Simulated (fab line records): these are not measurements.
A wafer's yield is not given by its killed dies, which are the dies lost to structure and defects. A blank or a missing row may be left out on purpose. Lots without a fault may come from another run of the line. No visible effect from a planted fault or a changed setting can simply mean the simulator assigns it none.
What tool caused it?	flow sky130	15 lots with 45 wafers sampled at 6 steps, on a route of 708 steps

== WHAT EACH GAUGE READ, for each wafer ==
SKY_RES_XHIGH_TW_MEAS_09.
lot	measured	on	RES_XHIGH_TW
L687	day 26 13:08	film metro-02	1634 1626 1630
L688	day 27 06:18	film metro-03	1656 1647 1648
L689	day 27 09:19	film metro-02	1645 1641 1638
L691	day 27 23:22	film metro-03	1637 1642 1637
L692	day 29 04:07	film metro-04	1631 1633 1625
L693	day 29 06:22	film metro-03	1643 1636 1640
L696	day 30 15:10	film metro-03	30 30 30
L697	day 30 17:50	film metro-03	30 30 30
L698	day 31 13:19	film metro-04	30 30 30
L705	day 32 21:32	film metro-02	1628 1627 1632
L704	day 32 23:57	film metro-02	1629 1641 1636
L706	day 33 03:37	film metro-02	1642 1641 1648
L707	day 34 04:13	film metro-03	1637 1639 1647
L709	day 34 07:20	film metro-04	1615 1624 1629
L710	day 34 11:22	film metro-03	1641 1642 1643

SKY_SD_N_RS_MEAS_18: measurement is done with a four-point probe.
lot	measured	on	RES_XHIGH_RS (ohm/sq)
L687	day 27 18:47	film metro-02	333.1 332.9 333.2
L688	day 28 11:21	film metro-02	331.6 331.6 331.8
L689	day 28 14:16	film metro-03	332.8 334.4 334.5
L691	day 29 04:10	film metro-02	335.7 335.2 335.2
L692	day 30 09:11	film metro-02	332.3 332.3 333.3
L693	day 30 11:34	film metro-02	332.6 334.2 333.9
L696	day 31 19:33	film metro-04	133.5 133.3 133.2
L697	day 31 22:28	film metro-03	133.1 132.9 133.0
L698	day 32 18:43	film metro-02	133.2 132.9 133.2
L705	day 34 01:37	film metro-03	335.6 334.7 333.9
L704	day 34 03:44	film metro-02	332.5 331.3 330.9
L706	day 34 07:07	film metro-04	334.9 334.9 334.4
L707	day 35 07:28	film metro-03	332.9 333.4 333.4
L709	day 35 09:57	film metro-04	335.0 334.7 334.4
L710	day 35 14:43	film metro-04	335.2 334.0 335.2

SKY_CAPM_OVL_MEAS_12.
lot	measured	on	CAPM_OVL (nm)
L687	day 37 06:48	overlay-01	1.7 -0.4 -0.1
L688	day 37 19:46	overlay-02	-2.2 -0.4 -2.1
L689	day 37 22:22	overlay-02	2.8 2.1 2.4
L691	day 38 12:49	overlay-02	0.5 1.5 1.9
L692	day 39 13:58	overlay-01	-1.0 -2.1 -1.3
L693	day 39 17:52	overlay-01	0.5 -0.4 -0.3
L705	day 42 21:25	overlay-02	-0.1 -1.2 -2.2
L704	day 42 23:25	overlay-01	-1.4 -0.5 -1.5
L706	day 43 02:46	overlay-02	0.5 1.3 3.0
L707	day 43 23:47	overlay-02	4.5 2.0 4.0
L709	day 44 02:27	overlay-01	-0.6 -1.2 -2.0
L710	day 44 05:19	overlay-02	1.6 0.0 2.8

== EACH LOT AND THE TOOL THAT RAN IT (in order: tool; ch and the chambers of the sampled wafers; start) ==
lot	SKY_LDD_HVN_STRIP_09	SKY_RES_XHIGH_IMPLANT_07	SKY_METAL1_SPUTTER_02
L687	plasma asher-02 ch 0,1, day 20 04:48	implanter-01 ch 0, day 26 12:55	pvd sputter-03, day 31 13:46
L688	plasma asher-02 ch 0,1, day 20 22:13	implanter-01 ch 0, day 27 06:03	pvd sputter-04, day 32 04:03
L689	plasma asher-03 ch 0,1, day 21 01:07	implanter-04 ch 0, day 27 09:04	pvd sputter-03, day 32 06:06
L691	plasma asher-03 ch 0,1, day 21 15:53	implanter-04 ch 0, day 27 23:07	pvd sputter-04, day 32 20:11
L692	plasma asher-03 ch 0,1, day 22 21:47	implanter-04 ch 0, day 29 03:52	pvd sputter-02, day 33 23:39
L693	plasma asher-02 ch 0,1, day 22 23:32	implanter-02 ch 0, day 29 06:07	pvd sputter-03, day 34 01:54
L696	plasma asher-02 ch 0,1, day 24 14:46	implanter-01, day 30 14:55	-
L697	plasma asher-04 ch 0,1, day 24 15:04	implanter-02, day 30 17:36	-
L698	plasma asher-02 ch 0,1, day 25 10:23	implanter-04, day 31 13:04	-
L705	plasma asher-03 ch 0,1, day 27 00:16	implanter-04 ch 0, day 32 21:17	pvd sputter-02, day 37 13:02
L704	plasma asher-04 ch 0,1, day 27 02:58	implanter-02 ch 0, day 32 23:42	pvd sputter-04, day 37 14:49
L706	plasma asher-02 ch 0,1, day 27 04:28	implanter-01 ch 0, day 33 03:22	pvd sputter-04, day 37 17:43
L707	plasma asher-03 ch 0,1, day 28 08:38	implanter-01 ch 0, day 34 03:58	pvd sputter-03, day 38 17:28
L709	plasma asher-04 ch 0,1, day 28 10:11	implanter-02 ch 0, day 34 07:07	pvd sputter-03, day 38 20:48
L710	plasma asher-04 ch 0,1, day 28 18:31	implanter-01 ch 0, day 34 11:08	pvd sputter-02, day 38 23:44
- SKY_LDD_HVN_STRIP_09: strips in O2/N2.
- SKY_RES_XHIGH_IMPLANT_07
- SKY_METAL1_SPUTTER_02: material AlCu, target thk 250 nm, time 13.3 s.

== WHAT THE TOOLS THEMSELVES READ (means of the sampled wafers that have a number; where no wafer has one, the mark that the record gives instead) ==
SKY_LDD_HVN_STRIP_09.
lot	tool	chamber pressure mTorr (mTorr)	drypump motor current A (A)	oes product au (a.u.)	strip time to endpoint s (s)
L687	plasma asher-02	1500.9	5.6	0.408	4.132
L688	plasma asher-02	1499.9	5.5	0.407	4.143
L689	plasma asher-03	1499.9	5.3	0.408	4.147
L691	plasma asher-03	1499.9	5.3	0.409	4.148
L692	plasma asher-03	1500.2	5.5	0.408	4.130
L693	plasma asher-02	1499.9	5.5	0.407	4.135
L696	plasma asher-02	1499.9	5.6	0.406	4.132
L697	plasma asher-04	1500.4	5.9	0.406	4.121
L698	plasma asher-02	1500.5	5.6	0.409	4.115
L705	plasma asher-03	1499.3	5.3	0.409	4.136
L704	plasma asher-04	1499.0	6.1	0.406	4.136
L706	plasma asher-02	1500.3	5.6	0.411	4.130
L707	plasma asher-03	1500.8	5.3	0.407	4.128
L709	plasma asher-04	1501.1	6.1	0.410	4.117
L710	plasma asher-04	1501.6	6.1	0.408	4.127

SKY_RES_XHIGH_IMPLANT_07.
lot	tool	beam energy keV	beam on s (s)	dose ions cm2
L687	implanter-01	20.000	45	3.602e+14
L688	implanter-01	19.999	45	3.600e+14
L689	implanter-04	19.999	31	3.600e+14
L691	implanter-04	20.007	32	3.598e+14
L692	implanter-04	19.998	31	3.597e+14
L693	implanter-02	20.001	36	3.599e+14
L696	implanter-01	-	-	-
L697	implanter-02	-	-	-
L698	implanter-04	-	-	-
L705	implanter-04	20.000	31	3.597e+14
L704	implanter-02	20.001	35	3.598e+14
L706	implanter-01	20.010	43	3.599e+14
L707	implanter-01	19.996	45	3.602e+14
L709	implanter-02	20.004	35	3.597e+14
L710	implanter-01	20.004	44	3.602e+14

SKY_METAL1_SPUTTER_02.
lot	tool	throttle valve pct (%)
L687	pvd sputter-03	29.6
L688	pvd sputter-04	29.7
L689	pvd sputter-03	29.3
L691	pvd sputter-04	30.0
L692	pvd sputter-02	30.0
L693	pvd sputter-03	29.6
L705	pvd sputter-02	30.5
L704	pvd sputter-04	29.5
L706	pvd sputter-04	30.1
L707	pvd sputter-03	29.7
L709	pvd sputter-03	29.4
L710	pvd sputter-02	29.8

== THE ANSWER, worked out from the rows above alone ==
Rule: usual is defined by the lots themselves. Put in order of their means at a reading, lots are off if they are a third of the lots or fewer, leave a main group of 4 or more, and stand apart from it by a gap of 3 or more times the standard deviation of the main group's means; of several such gaps the widest counts. The tables above print the reading to a certain number of digits; a main group whose means all agree to those digits is not used. Also off: a lot with no number at a reading for which 4 or more lots have one. All remaining lots with rows at the step are treated as sound. First the gauges in route order, then the tools' own readings, where a lot's mean is used as printed above. The first step at which some lot is off is used, and at that step the reading that is off furthest; a lot without a number counts as furthest.
Off: at SKY_RES_XHIGH_TW_MEAS_09 (RES_XHIGH_TW), L696, L697, L698. Mean 1637 and standard deviation 7.5 in the main group.
A tool fits if, at a process step before that reading, it ran every lot that is off, and no sound lot after the first of them. The gauges at SKY_RES_XHIGH_TW_MEAS_09 aren't tried: what is off there is off at SKY_RES_XHIGH_IMPLANT_07 too, on other tools, and a gauge's error can't cause that. Of those tried, none fits.

== WHAT HAD BEEN PUT IN BY THE SIMULATOR ==
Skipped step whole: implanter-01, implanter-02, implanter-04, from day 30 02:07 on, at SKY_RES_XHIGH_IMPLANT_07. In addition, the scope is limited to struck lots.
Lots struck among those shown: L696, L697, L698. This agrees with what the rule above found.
